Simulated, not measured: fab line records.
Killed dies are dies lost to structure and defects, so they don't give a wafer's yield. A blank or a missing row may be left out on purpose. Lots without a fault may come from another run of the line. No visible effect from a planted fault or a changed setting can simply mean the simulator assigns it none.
Which tool is to blame? -- flow gf180mcu -- 14 lots with 42 wafers sampled at 2 steps, on a route of 602 steps

## WHAT THE GAUGES READ, wafer by wafer
GF_VT_IMPLANT_TW_MEAS_32. Usual: VT_IMPLANT_3_TW typically reads 268.0, with standard deviation 1.3.
lot,measured,on,VT_IMPLANT_3_TW,flag
L566,day 6 22:01,film-metro-01,266.9 266.8 267.4,
L568,day 7 11:56,film-metro-04,270.0 270.9 270.5,
L569,day 7 17:18,film-metro-03,267.3 268.3 268.8,
L570,day 7 23:52,film-metro-01,266.6 265.6 266.7,
L572,day 8 12:18,film-metro-01,268.7 268.1 267.4,
L573,day 8 21:31,film-metro-01,267.8 268.5 268.4,
L574,day 9 04:56,film-metro-04,266.7 267.0 267.5,
L576,day 9 14:52,film-metro-01,269.8 267.5 268.4,
L581,day 11 02:34,film-metro-01,268.1 268.5 267.4,
L585,day 11 23:59,film-metro-03,267.1 268.5 267.2,
L586,day 12 08:34,film-metro-03,267.1 266.3 267.5,
L587,day 12 15:22,film-metro-04,268.4 269.6 269.3,
L588,day 12 22:43,film-metro-04,269.0 270.1 269.9,
L589,day 13 04:10,film-metro-01,266.5 266.5 266.3,

GF_POLY_GATE_THK_MEAS_01. Usual: POLY_GATE_CVD_00_THK typically reads 199.7 nm, with standard deviation 1.7.
lot,measured,on,POLY_GATE_CVD_00_THK (nm),flag
L566,day 8 13:25,film-metro-03,201.1 199.5 201.4,
L568,day 9 05:18,film-metro-04,201.1 200.6 200.5,
L569,day 9 09:39,film-metro-02,198.4 200.2 198.0,
L570,day 9 16:04,film-metro-04,200.4 200.8 200.8,
L572,day 10 05:47,film-metro-03,202.8 199.0 201.3,
L573,day 10 14:40,film-metro-02,203.0 203.6 203.8,
L574,day 10 23:00,film-metro-04,199.5 198.0 199.5,
L576,day 11 07:53,film-metro-04,201.2 199.7 200.5,
L581,day 12 21:59,film-metro-03,197.5 197.3 198.1,
L585,day 13 21:49,film-metro-04,201.8 200.4 199.5,
L586,day 14 08:40,film-metro-02,199.2 200.7 201.0,
L587,day 14 14:16,film-metro-03,196.1 196.3 196.8,
L588,day 14 21:26,film-metro-03,200.3 203.1 200.6,
L589,day 15 03:09,film-metro-02,201.9 200.3 200.3,

## TOOL THAT RAN EACH LOT (tool first, then ch and the chambers of the sampled wafers, then the start)
No process step before these readings appears in the record.

## AS READ BY THE TOOLS THEMSELVES (means over the sampled wafers that have a number; for cases with no such wafer, the mark the record gives instead)
The record holds no such reading with a usual standard deviation.

## THE ANSWER, worked out from the rows above alone
Rule: lot off if the mean of its wafers having a number is beyond 3 standard deviations from the usual mean. A lot without any number at a reading at which 4 lots or more have one is off too. Where the step has rows for the other lots, those lots are counted as sound. First the gauges in route order, then the tools' own readings, where a lot's mean is used as printed above. At the first step where some lot is off, the reading lying furthest off is the one used; lots without a number count as furthest.
No lot is off on any of the readings shown, so nothing can be concluded from this.

## WHAT WAS PUT IN BY THE SIMULATOR
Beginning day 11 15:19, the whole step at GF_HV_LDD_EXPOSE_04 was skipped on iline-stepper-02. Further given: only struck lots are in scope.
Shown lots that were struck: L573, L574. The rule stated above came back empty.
